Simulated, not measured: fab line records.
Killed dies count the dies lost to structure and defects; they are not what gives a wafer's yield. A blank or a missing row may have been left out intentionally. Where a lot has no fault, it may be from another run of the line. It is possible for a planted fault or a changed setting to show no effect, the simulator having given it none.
Which of the tools did it? | flow sky130 | 36 wafers from 12 lots sampled at 4 of the route's 708 steps

WHAT THE GAUGES SHOWED, per wafer
SKY_NWELL_RS_MEAS_29: a four-point-probe measurement.
lot  | measured     | on            | NWELL_RS (ohm/sq)
L901 | day 5 20:11  | film-metro-03 | 624.0 623.8 620.3
L902 | day 6 03:58  | film-metro-03 | 625.5 624.5 626.7
L903 | day 6 11:10  | film-metro-01 | 625.0 625.6 626.3
L904 | day 6 14:25  | film-metro-01 | 624.4 625.4 624.3
L905 | day 6 23:06  | film-metro-01 | 594.5 593.6 594.5
L911 | day 8 11:08  | film-metro-01 | 595.9 597.0 596.4
L913 | day 9 03:37  | film-metro-01 | 593.8 594.0 595.4
L915 | day 9 10:15  | film-metro-01 | 622.8 623.8 624.7
L916 | day 9 16:17  | film-metro-01 | 624.0 624.0 622.7
L919 | day 10 11:13 | film-metro-01 | 622.0 623.4 622.1
L920 | day 10 19:07 | film-metro-01 | 626.7 624.0 625.1
L921 | day 10 21:08 | film-metro-03 | 624.1 624.8 627.0

SKY_VT_ADJUST_HVTP_OVL_MEAS_08.
lot  | measured     | on         | VT_ADJUST_HVTP_OVL (nm)
L901 | day 6 15:35  | overlay-02 | -1.4 -0.4 0.0
L902 | day 6 23:38  | overlay-02 | -0.5 2.0 1.7
L903 | day 7 07:14  | overlay-02 | 1.9 1.0 0.2
L904 | day 7 10:02  | overlay-02 | 0.2 -0.1 -0.7
L905 | day 7 20:05  | overlay-01 | 0.0 -1.0 -0.2
L911 | day 9 06:17  | overlay-02 | -1.3 -1.7 -0.9
L913 | day 10 03:08 | overlay-01 | 0.0 0.1 1.1
L915 | day 10 08:40 | overlay-02 | 0.3 1.3 0.9
L916 | day 10 14:58 | overlay-02 | -1.0 -0.1 -1.3
L919 | day 11 10:30 | overlay-01 | -1.2 0.5 -0.8
L920 | day 11 19:14 | overlay-01 | -1.3 -0.7 -1.4
L921 | day 11 21:28 | overlay-01 | -4.6 -3.2 -3.5

TOOL THAT RAN EACH LOT (tool first, then ch and the chambers of the sampled wafers, then the start)
lot  | SKY_NWELL_IMPLANT_12           | SKY_NWELL_RTA_28
L901 | implanter-01 ch 0, day 5 01:22 | rtp-anneal-02 ch 0, day 5 20:05
L902 | implanter-03 ch 0, day 5 09:07 | rtp-anneal-01 ch 0, day 6 03:52
L903 | implanter-01 ch 0, day 5 15:26 | rtp-anneal-02 ch 0, day 6 11:04
L904 | implanter-04 ch 0, day 5 19:09 | rtp-anneal-02 ch 0, day 6 14:19
L905 | implanter-01 ch 0, day 6 02:38 | rtp-anneal-01 ch 0, day 6 23:00
L911 | implanter-03 ch 0, day 7 13:24 | rtp-anneal-02 ch 0, day 8 11:02
L913 | implanter-04 ch 0, day 8 08:12 | rtp-anneal-02 ch 0, day 9 03:31
L915 | implanter-03 ch 0, day 8 12:50 | rtp-anneal-01 ch 0, day 9 10:09
L916 | implanter-03 ch 0, day 8 17:33 | rtp-anneal-01 ch 0, day 9 16:11
L919 | implanter-04 ch 0, day 9 12:43 | rtp-anneal-01 ch 0, day 10 11:07
L920 | implanter-01 ch 0, day 9 19:20 | rtp-anneal-02 ch 0, day 10 19:00
L921 | implanter-04 ch 0, day 9 21:50 | rtp-anneal-01 ch 0, day 10 21:02
- SKY_NWELL_IMPLANT_12
- SKY_NWELL_RTA_28: time 30 s.

AS READ BY THE TOOLS THEMSELVES (means over the sampled wafers that have a number; for cases with no such wafer, the mark the record gives instead)
SKY_NWELL_RTA_28.
lot  | tool          | anneal-temp-c-max | lamp-power-pct (%) | ramp-up-c-per-s | wafer_temp_C_max
L901 | rtp-anneal-02 | 1054.6            | 25.25              | 150.00          | 1055.7
L902 | rtp-anneal-01 | 1058.5            | 25.28              | 150.01          | 1055.3
L903 | rtp-anneal-02 | 1054.0            | 25.28              | 150.00          | 1055.3
L904 | rtp-anneal-02 | 1053.4            | 25.34              | 150.01          | 1054.7
L905 | rtp-anneal-01 | 1059.4            | 25.30              | 149.98          | 1055.2
L911 | rtp-anneal-02 | 1054.8            | 25.30              | 149.99          | 1054.7
L913 | rtp-anneal-02 | 1055.0            | 25.29              | 149.98          | 1055.4
L915 | rtp-anneal-01 | 1060.3            | 25.31              | 150.02          | 1055.1
L916 | rtp-anneal-01 | 1058.4            | 25.33              | 150.03          | 1054.7
L919 | rtp-anneal-01 | 1057.4            | 25.29              | 150.00          | 1055.2
L920 | rtp-anneal-02 | 1054.6            | 25.28              | 149.99          | 1054.7
L921 | rtp-anneal-01 | 1060.3            | 25.30              | 150.00          | 1055.1

THE ANSWER, worked out from the rows above alone
Rule: the usual values come from the lots themselves. The widest of any qualifying gaps counts: lots, ordered by their means at a reading, are off when they make up no more than a third of the lots, leave a main group of 4 or more, and stand apart from it by 3 or more times the standard deviation of that group's means. If all means in a main group match to the digits the tables above print for the reading, that group is not used. Also off: a lot with no number at a reading for which 4 or more lots have one. The other lots that the step has rows for count as sound. The gauges are gone through in route order, then the tools' own readings, and for those a lot's mean is taken as printed above. The first step at which some lot is off is used, and at that step the reading that is off furthest; a lot without a number counts as furthest.
Off: L905, L911, L913, at SKY_NWELL_RS_MEAS_29 (NWELL_RS). Main group: mean 624.3 ohm/sq, sd 1.2.
If a tool, at a process step before that reading, ran all the lots that are off and no sound lot after the first of them, it fits. The gauges at SKY_NWELL_RS_MEAS_29 are tried like those tools. Not one of the candidates tried fits.

WHAT THE SIMULATOR HAD PUT IN
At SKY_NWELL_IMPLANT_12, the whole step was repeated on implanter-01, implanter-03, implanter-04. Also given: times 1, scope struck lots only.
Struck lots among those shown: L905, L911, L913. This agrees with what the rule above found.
